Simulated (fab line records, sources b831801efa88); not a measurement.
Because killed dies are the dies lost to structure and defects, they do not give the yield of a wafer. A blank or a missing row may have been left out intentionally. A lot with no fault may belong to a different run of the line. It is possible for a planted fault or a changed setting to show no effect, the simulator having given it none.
Chamber matching / flow sky130 / rie-diel-02 running SKY_FIELD_ISO_ETCH_14: 4 sister chambers
The step etches BARC in N2/H2, stops on SiO2, time 45.9 s, target depth 60 nm. 20 wafers are shown with their chamber, then 10 later ones without.

WAFERS PAIRED WITH THEIR CHAMBERS
wafer=L074.2; chamber=1; drypump-motor-current-A (A)=5.9; oes-product-au (a.u.)=0.865; throttle-valve-pct (%)=13.226
wafer=L074.3; chamber=3; drypump-motor-current-A (A)=6.0; oes-product-au (a.u.)=0.855; throttle-valve-pct (%)=13.233
wafer=L074.6; chamber=0; drypump-motor-current-A (A)=6.2; oes-product-au (a.u.)=0.856; throttle-valve-pct (%)=13.230
wafer=L075.1; chamber=2; drypump-motor-current-A (A)=4.7; oes-product-au (a.u.)=0.853; throttle-valve-pct (%)=13.237
wafer=L075.2; chamber=1; drypump-motor-current-A (A)=6.0; oes-product-au (a.u.)=0.854; throttle-valve-pct (%)=13.221
wafer=L075.4; chamber=3; drypump-motor-current-A (A)=6.0; oes-product-au (a.u.)=0.852; throttle-valve-pct (%)=13.224
wafer=L077.2; chamber=1; drypump-motor-current-A (A)=6.0; oes-product-au (a.u.)=0.848; throttle-valve-pct (%)=13.220
wafer=L077.4; chamber=3; drypump-motor-current-A (A)=6.0; oes-product-au (a.u.)=0.855; throttle-valve-pct (%)=13.221
wafer=L077.5; chamber=1; drypump-motor-current-A (A)=6.0; oes-product-au (a.u.)=0.857; throttle-valve-pct (%)=13.228
wafer=L080.1; chamber=1; drypump-motor-current-A (A)=6.0; oes-product-au (a.u.)=0.860; throttle-valve-pct (%)=13.223
wafer=L080.3; chamber=2; drypump-motor-current-A (A)=4.7; oes-product-au (a.u.)=0.847; throttle-valve-pct (%)=13.242
wafer=L080.4; chamber=3; drypump-motor-current-A (A)=6.0; oes-product-au (a.u.)=0.855; throttle-valve-pct (%)=13.226
wafer=L082.1; chamber=0; drypump-motor-current-A (A)=6.2; oes-product-au (a.u.)=0.855; throttle-valve-pct (%)=13.230
wafer=L082.2; chamber=3; drypump-motor-current-A (A)=6.0; oes-product-au (a.u.)=0.845; throttle-valve-pct (%)=13.233
wafer=L082.4; chamber=2; drypump-motor-current-A (A)=4.7; oes-product-au (a.u.)=0.858; throttle-valve-pct (%)=13.212
wafer=L086.2; chamber=0; drypump-motor-current-A (A)=6.2; oes-product-au (a.u.)=0.851; throttle-valve-pct (%)=13.217
wafer=L086.4; chamber=1; drypump-motor-current-A (A)=5.9; oes-product-au (a.u.)=0.852; throttle-valve-pct (%)=13.224
wafer=L086.6; chamber=3; drypump-motor-current-A (A)=6.0; oes-product-au (a.u.)=0.849; throttle-valve-pct (%)=13.237
wafer=L087.3; chamber=1; drypump-motor-current-A (A)=5.9; oes-product-au (a.u.)=0.857; throttle-valve-pct (%)=13.224
wafer=L087.4; chamber=1; drypump-motor-current-A (A)=5.9; oes-product-au (a.u.)=0.853; throttle-valve-pct (%)=13.225

SIGNATURES (averages over the wafers above)
reading=drypump-motor-current-A; chamber 0=6.200; chamber 1=5.950; chamber 2=4.700; chamber 3=6.000; scatter within a chamber=0.0354
reading=oes-product-au; chamber 0=0.85400; chamber 1=0.85575; chamber 2=0.85267; chamber 3=0.85183; scatter within a chamber=0.00468
reading=throttle-valve-pct; chamber 0=13.22567; chamber 1=13.22387; chamber 2=13.23033; chamber 3=13.22900; scatter within a chamber=0.00737
Rule: for a wafer and a chamber, the distance is found by dividing, reading by reading, the gap between the wafer's reading and the chamber's mean by the reading's scatter, squaring, summing and taking the root. The wafer belongs to the nearest chamber; if the next one is less than 2 further off, it can't be placed. The scatter: take each reading less its chamber's mean, square it, sum over the shown wafers, divide by the number of wafers less the number of chambers, and take the root.

WAFERS MISSING THEIR CHAMBER
wafer=L087.6; drypump-motor-current-A (A)=6.0; oes-product-au (a.u.)=0.847; throttle-valve-pct (%)=13.235
wafer=L091.1; drypump-motor-current-A (A)=4.7; oes-product-au (a.u.)=0.857; throttle-valve-pct (%)=13.218
wafer=L091.2; drypump-motor-current-A (A)=6.0; oes-product-au (a.u.)=0.856; throttle-valve-pct (%)=13.238
wafer=L091.5; drypump-motor-current-A (A)=6.0; oes-product-au (a.u.)=0.851; throttle-valve-pct (%)=13.225
wafer=L094.1; drypump-motor-current-A (A)=6.0; oes-product-au (a.u.)=0.859; throttle-valve-pct (%)=13.218
wafer=L094.5; drypump-motor-current-A (A)=4.6; oes-product-au (a.u.)=0.858; throttle-valve-pct (%)=13.213
wafer=L094.6; drypump-motor-current-A (A)=6.0; oes-product-au (a.u.)=0.853; throttle-valve-pct (%)=13.214
wafer=L097.1; drypump-motor-current-A (A)=4.7; oes-product-au (a.u.)=0.852; throttle-valve-pct (%)=13.230
wafer=L097.3; drypump-motor-current-A (A)=6.0; oes-product-au (a.u.)=0.842; throttle-valve-pct (%)=13.241
wafer=L097.6; drypump-motor-current-A (A)=4.7; oes-product-au (a.u.)=0.849; throttle-valve-pct (%)=13.199

WHICH CHAMBER EACH ONE RAN IN
wafer=L087.6; from the rows above=can't be placed: 3 or 1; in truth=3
wafer=L091.1; from the rows above=2; in truth=2
wafer=L091.2; from the rows above=can't be placed: 3 or 1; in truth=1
wafer=L091.5; from the rows above=can't be placed: 3 or 1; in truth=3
wafer=L094.1; from the rows above=can't be placed: 1 or 3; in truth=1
wafer=L094.5; from the rows above=2; in truth=2
wafer=L094.6; from the rows above=can't be placed: 1 or 3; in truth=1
wafer=L097.1; from the rows above=2; in truth=2
wafer=L097.3; from the rows above=can't be placed: 3 or 1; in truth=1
wafer=L097.6; from the rows above=2; in truth=2
4 of 10 placed correctly. Cannot be placed on the basis of these rows: 6; the candidates contain the true chamber in 6. Placed wrongly: 0.
